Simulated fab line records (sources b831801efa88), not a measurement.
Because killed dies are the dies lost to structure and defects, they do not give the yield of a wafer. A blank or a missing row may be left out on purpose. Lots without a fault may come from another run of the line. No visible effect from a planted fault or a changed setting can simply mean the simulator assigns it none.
Code-filled problem report in 8D (eight disciplines) form :: flow gf180mcu :: the parts of the form that need people (team, actions taken, sign-off) are left out

== 1. PROBLEM STATEMENT ==
Wafers free of any fault read 418.5 ohm/sq (standard deviation 0.94) for HV_LDD_RS at GF_HV_LDD_RS_MEAS_53, against a mean of 411.3 ohm/sq on 6 wafers of 2 lots. That is -7.7 standard deviations from the usual mean.
The step: measures by four-point-probe.
Earliest sighting: wafer L221.1 on film-metro-04 at day 19 08:59. The record holds 39 wafers of 13 lots with a number at this step. Rule for "out" (also "out of limits"): further than 4 standard deviations from the usual mean. Any other wafer with a number is counted as sound.

== 2. WHAT THIS IS AND IS NOT ==
question: which readings at this step
is: HV_LDD_RS
is not: -

question: which lots
is: L221, L222
is not: L202, L203, L204, L205, L206, L207, L209, L212, L213, L223, L224

question: which wafers of those lots
is: all that have a number
is not: -

question: read on which gauges
is: film-metro-03, film-metro-04
is not: film-metro-01

question: when
is: from day 19 08:59
is not: up to then (27 sound wafers); but 6 sound wafers of L223, L224 came after

== 3. THE SUSPECTS, EACH WITH WHAT RULES IT OUT ==
Counting: a tool stays on the suspect list if, at a process step up to the reading, it processed all lots that are out and no sound lot following the first of them.
- ruled out: the gauge at GF_HV_LDD_RS_MEAS_53. The wafers that are out were read on 2 gauges (film-metro-03, film-metro-04).
- implanter-03 at GF_HV_LDD_IMPLANT_35: kept. It ran every lot that is out, first L221 (day 18 08:01), and no sound lot after that; its last sound lot up to then is L213 (day 15 09:07). Its own beam-energy-keV readings are out on those wafers.
Remaining after the count: implanter-03 at GF_HV_LDD_IMPLANT_35.

== 4. THE CAUSE (what the simulator had put in) ==
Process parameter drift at GF_HV_LDD_IMPLANT_35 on implanter-03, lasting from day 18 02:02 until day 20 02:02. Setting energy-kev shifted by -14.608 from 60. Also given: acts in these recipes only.
This tool alone remained once counting was done.

== 5. THE CHAIN OF EFFECTS, in route order ==
Each row: a reading where the mean over the struck wafers with a number is more than 3 standard deviations away from the usual. Scope: only readings with a usual standard deviation given in the record; hours: median across lots of the time from each lot's start at the first step in this table that gives one to its start at this step; sigmas: change in usual standard deviations.
hours: 0
step: GF_HV_LDD_IMPLANT_35
reading: beam-energy-keV
usual: 60.006
on struck wafers: 45.416
change: -14.590
sigmas: -99 or more

hours: 25
step: GF_HV_LDD_RS_MEAS_53
reading: HV_LDD_RS
usual: 418.5 ohm/sq
on struck wafers: 411.3
change: -7.2
sigmas: -7.7
Its process steps:
- GF_HV_LDD_IMPLANT_35

== 6. WHAT WOULD HAVE CAUGHT IT SOONER ==
Counted from the fault's start at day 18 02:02, it took 31 hours until the first out-of-limits reading at a measuring or inspecting step in this record, taken at day 19 08:59.
The tool's own readings at GF_HV_LDD_IMPLANT_35 were out on every struck wafer that the step has a row for (beam-energy-keV): an alarm limit on them would have fired on the first of those.
By day 19 08:59, every lot that is out (2) had started GF_HV_LDD_IMPLANT_35 on implanter-03. A hold on the tool at that time would have spared none of them.
